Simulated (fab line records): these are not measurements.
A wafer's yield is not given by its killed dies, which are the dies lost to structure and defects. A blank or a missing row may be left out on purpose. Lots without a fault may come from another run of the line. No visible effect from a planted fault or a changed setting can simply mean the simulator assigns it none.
Struck lot and sound lot, side by side / flow gf180mcu / 27 out of 602 route steps
Sound: the wafers L847.3, L847.4, L847.6. Wafers L860.4, L860.5, L860.6 were the ones struck. Last of all comes the cause.
Each step with rows lists, per side, the tool, then ch with its chambers, then its first start. Under that, the readings that differ: sound wafers / struck wafers / difference of the means / sigmas: that difference in standard deviations of wafers without a fault.
alike: words and numbers the same on both sides, and readings whose means are apart by under 2 such deviations; not compared: readings that were withheld, readings missing a value for some wafer, numbers with overlapping values and no deviation given by the record, and bounds like >300 which may hide the same value.
A row with sigmas, a row that says differs or no value, or rows on one side alone: a step with any of these is where the two part. Numbers that have no deviation but don't overlap get no sigmas and don't part them. A reading missing from all wafers of one side parts the sides only when that side holds two or more wafers.

first, 1 step without rows for these wafers: GF_V2_ETCH_16 (etches BARC in N2/H2).
GF_V2_ETCH_17: etches SiO2 in C4F8/O2/Ar, stops on TiN, target depth 630 nm.
  sound: rie_diel-04 ch 1,2; struck: rie_diel-03 ch 0,2,3
  alike: oes_product_au
then, 5 steps without rows for these wafers: GF_V2_STRIP_18 (strips in O2/N2); GF_V2_STRIP_19 (strips in post etch residue remover, time 1200 s); GF_V2_CLEAN_20 (cleans in DIW); GF_V2_SPUTTER_21 (material Ti, target thk 15 nm, time 80.02 s); GF_V2_SPUTTER_22 (material TiN, target thk 10 nm, time 40 s).
GF_V2_CVD_23: deposits W, target thk 350 nm, time 104.94 s.
  sound on cvd_w-01 ch 0,1, day 20 23:02; struck on cvd_w-02 ch 0,1, day 25 12:11
  alike: chamber_pressure_Torr, heater_power_w, susceptor_temp_C
GF_V2_RS_MEAS_24: a four-point-probe measurement.
  struck on film_metro-04, day 25 12:19; sound on film_metro-01, day 20 23:08
  alike: V2_W_RS
GF_V2_THK_MEAS_25: measures by xrf.
  struck on film_metro-04, day 25 12:25; sound on film_metro-01, day 20 23:14
  alike: V2_W_THK
then, 2 steps without rows for these wafers: GF_V2_CMP_26 (polishes, stops on SiO2, t overpolish 15 s, target thk 0 nm); GF_M3_SPUTTER_00 (material Ti, target thk 37.5 nm, time 150 s).
GF_M3_SPUTTER_01: material TiN, target thk 30 nm, time 25 s.
  struck on pvd_sputter-01, day 25 12:50; sound on pvd_sputter-04, day 20 23:41
  no value came back on the struck wafers for cathode_dc_power_W (W), chamber_pressure_pa (Pa), throttle_valve_pct (%); on the sound wafers cathode_dc_power_W (W) reads 6499.1 6500.9 6499.9
then, 1 step without rows for these wafers: GF_M3_SPUTTER_02 (material AlCu, target thk 450 nm, time 23.9 s).
GF_M3_SPUTTER_03: material Ti, target thk 10 nm, time 6.7 s.
  struck on pvd_sputter-01, day 25 12:54; sound on pvd_sputter-04, day 20 23:45
  alike: cathode_dc_power_W, chamber_pressure_pa, throttle_valve_pct
GF_M3_SPUTTER_04: material TiN, target thk 50 nm, time 41.7 s.
  struck on pvd_sputter-01, day 25 12:55; sound on pvd_sputter-04, day 20 23:46
  alike: cathode_dc_power_W, chamber_pressure_pa, throttle_valve_pct
then, 7 steps without rows for these wafers: GF_M3_DEHYDRATE_07 (time 60 s); GF_M3_HMDS_08 (prime time 60 s); GF_M3_COAT_09 (resist thk 1000 nm); GF_M3_SOFTBAKE_10 (time 60 s); GF_M3_EXPOSE_11 (exposes mask Metal3, target cd 280 nm); GF_M3_PEB_12 (peb time 90 s); GF_M3_DEVELOP_13 (develop time 60 s).
GF_M3_CD_MEAS_14: the cd target is 280 nm.
  struck on cd_sem-02, day 26 10:26; sound on cd_sem-01, day 21 23:40
  alike: cd_nm
GF_M3_OVL_MEAS_15:
  struck on overlay-01, day 26 10:31; sound on overlay-01, day 21 23:45
  alike: M3_OVL
GF_M3_METAL_ETCH_16: etches the open film in Cl2/BCl3, stops on SiO2, target depth 627.5 nm, time 104.6 s.
  sound on rie_metal-03 ch 0,1, day 21 23:49; struck on rie_metal-04 ch 0,1, day 26 10:34
reading=oes_product_au (a.u.); sound=0.976 0.975 0.972; struck=0.950 0.949 0.946; difference=-0.026; sigmas=-4
reading=throttle_valve_pct (%); sound=28.245 28.256 28.251; struck=28.272 28.275 28.270; difference=+0.022; sigmas=+2
  alike: drypump_motor_current_A
  not compared: rf_hours_counter_h
GF_M3_STRIP_17: strips in O2/N2.
  sound on plasma_asher-03 ch 0,1, day 21 23:55; struck on plasma_asher-04 ch 0,1, day 26 10:40
reading=drypump_motor_current_A (A); sound=4.8 5.8 4.8; struck=6.0 5.9 6.0; difference=+0.8; sigmas=+2
  alike: heater_power_w, oes_product_au, strip_time_to_endpoint_s
  not compared: rf_hours_counter_h

== WHERE THEY PART ==
Last at GF_M3_STRIP_17 as far as this record goes, first at GF_M3_SPUTTER_01.

WHY: what had been put in by the simulator
Step skipped in full: pvd_sputter-01, at GF_M3_SPUTTER_01, from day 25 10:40 onward. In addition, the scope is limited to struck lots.
